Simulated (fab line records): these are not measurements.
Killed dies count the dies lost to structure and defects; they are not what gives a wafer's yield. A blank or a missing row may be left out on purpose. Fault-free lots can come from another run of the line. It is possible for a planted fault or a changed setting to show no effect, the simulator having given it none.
Which tool did it? :: flow gf180mcu :: 18 wafers from 6 lots sampled at 2 of the route's 602 steps

WHAT EACH GAUGE READ, for each wafer
GF_VT_IMPLANT_RS_MEAS_47: uses a four-point probe to measure.
lot: L702
measured: day 7 21:11
on: film_metro-04
NWELL_RS (ohm/sq): 488.4 486.6 486.1

lot: L705
measured: day 8 13:58
on: film_metro-02
NWELL_RS (ohm/sq): 487.4 488.4 488.4

lot: L711
measured: day 10 08:35
on: film_metro-04
NWELL_RS (ohm/sq): 488.3 487.0 487.3

lot: L713
measured: day 10 21:51
on: film_metro-04
NWELL_RS (ohm/sq): 486.0 487.1 487.5

lot: L717
measured: day 12 00:50
on: film_metro-02
NWELL_RS (ohm/sq): 488.3 488.8 489.0

lot: L724
measured: day 14 04:17
on: film_metro-01
NWELL_RS (ohm/sq): 477.9 478.5 477.5

WHICH TOOL RAN EACH LOT (tool, then ch and the chambers of the sampled wafers, then the start)
lot: L702
GF_NWELL_IMPLANT_09: implanter-04 ch 0, day 3 14:00

lot: L705
GF_NWELL_IMPLANT_09: implanter-03 ch 0, day 4 04:35

lot: L711
GF_NWELL_IMPLANT_09: implanter-04 ch 0, day 5 15:02

lot: L713
GF_NWELL_IMPLANT_09: implanter-01 ch 0, day 6 00:34

lot: L717
GF_NWELL_IMPLANT_09: implanter-04 ch 0, day 6 22:21

lot: L724
GF_NWELL_IMPLANT_09: implanter-04 ch 0, day 8 15:54
- GF_NWELL_IMPLANT_09

THE ANSWER, worked out from the rows above alone
Rule: what is usual is taken from the lots themselves. The widest of any qualifying gaps counts: lots, ordered by their means at a reading, are off when they make up no more than a third of the lots, leave a main group of 4 or more, and stand apart from it by 3 or more times the standard deviation of that group's means. A main group is skipped when, at the precision printed for the reading in the tables above, its means are all equal. Also off: a lot with no number at a reading for which 4 or more lots have one. The other lots that the step has rows for count as sound.
Off: at GF_VT_IMPLANT_RS_MEAS_47 (NWELL_RS), L724. The main group has a mean of 487.6 ohm/sq with a standard deviation of 0.68.
A tool fits if, at a process step before that reading, it ran every lot that is off, and no sound lot after the first of them. The gauges at GF_VT_IMPLANT_RS_MEAS_47 are tried like those tools. Can't be told from this: 2 tools fit, implanter-04 at GF_NWELL_IMPLANT_09, film_metro-01 at GF_VT_IMPLANT_RS_MEAS_47.

WHAT THE SIMULATOR HAD PUT IN
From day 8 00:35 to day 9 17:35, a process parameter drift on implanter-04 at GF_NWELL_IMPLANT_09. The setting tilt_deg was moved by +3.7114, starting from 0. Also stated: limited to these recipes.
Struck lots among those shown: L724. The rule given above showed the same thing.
